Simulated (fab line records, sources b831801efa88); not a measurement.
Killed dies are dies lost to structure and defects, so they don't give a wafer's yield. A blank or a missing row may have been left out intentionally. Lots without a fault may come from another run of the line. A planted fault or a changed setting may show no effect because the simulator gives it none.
8D (eight disciplines) problem report, filled in by code	flow gf180mcu	the parts of the form that need people (team, actions taken, sign-off) are left out

== 1. THE PROBLEM ==
Mean of run length s at GF_POLY_GATE_SOFTBAKE_06: 102.56 s across 6 wafers in 2 lots; on wafers with no fault it is 89.25 s (standard deviation 0.21). Relative to the usual mean, that is a shift of +63 standard deviations.
The step: time 60 s.
First seen on wafer L267.1, day 11 01:00, on litho track-03. The record has a number at this step for 18 wafers belonging to 6 lots. Rule for "out" (also "out of limits"): further than 4 standard deviations from the usual mean. The rest of the wafers with a number are treated as sound.

== 2. WHAT IT IS AND WHAT IT IS NOT ==
question	is	is not
which readings at this step	run length s	-
which lots	L267, L268	L259, L263, L278, L281
which wafers of those lots	all that have a number	-
read on which tools	litho track-03	litho track-01, litho track-04
when	from day 11 01:00	up to then (6 sound wafers); but 6 sound wafers of L278, L281 came after

== 3. SUSPECTS, AND WHAT RULES EACH OUT ==
Counting: a tool at a process step up to the reading stays a suspect if it ran every lot that is out and no sound lot after the first of them.
- litho track-03 at GF_POLY_GATE_SOFTBAKE_06 (time 60 s): kept. It ran every lot that is out, first L267 (day 11 01:00), and no sound lot after that; its last sound lot up to then is L259 (day 8 14:00). On those wafers its own readings are out: run length s.
Remaining after the count: litho track-03 at GF_POLY_GATE_SOFTBAKE_06.

== 4. THE CAUSE (what the simulator had put in) ==
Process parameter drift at GF_POLY_GATE_SOFTBAKE_06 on litho track-03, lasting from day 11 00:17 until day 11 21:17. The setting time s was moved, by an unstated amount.
This tool alone remained once counting was done.

== 5. SEQUENCE OF EFFECTS, ordered by route ==
Each row: a reading where the mean over the struck wafers with a number is more than 3 standard deviations away from the usual. Readings are gone through only where the record gives a usual standard deviation; hours: the median, over the lots, of the time from a lot's start at the first step in this table giving one to that lot's start at this step; sigmas: the change measured in usual standard deviations.
hours	step	reading	usual	on struck wafers	change	sigmas
0	GF_POLY_GATE_SOFTBAKE_06	run length s	89.25 s	102.56	+13.31	+63
The process steps in it:
- GF_POLY_GATE_SOFTBAKE_06: time 60 s.
At these later measuring or inspecting steps, every struck wafer for which the step has a row has a number for every such reading, and none has moved that far: GF_POLY_GATE_CD_MEAS_10, GF_POLY_GATE_OVL_MEAS_11.

== 6. HOW IT WOULD HAVE BEEN CAUGHT EARLIER ==
In this record the first reading out of limits was taken at day 11 01:00, 1 hour after the fault began at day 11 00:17.
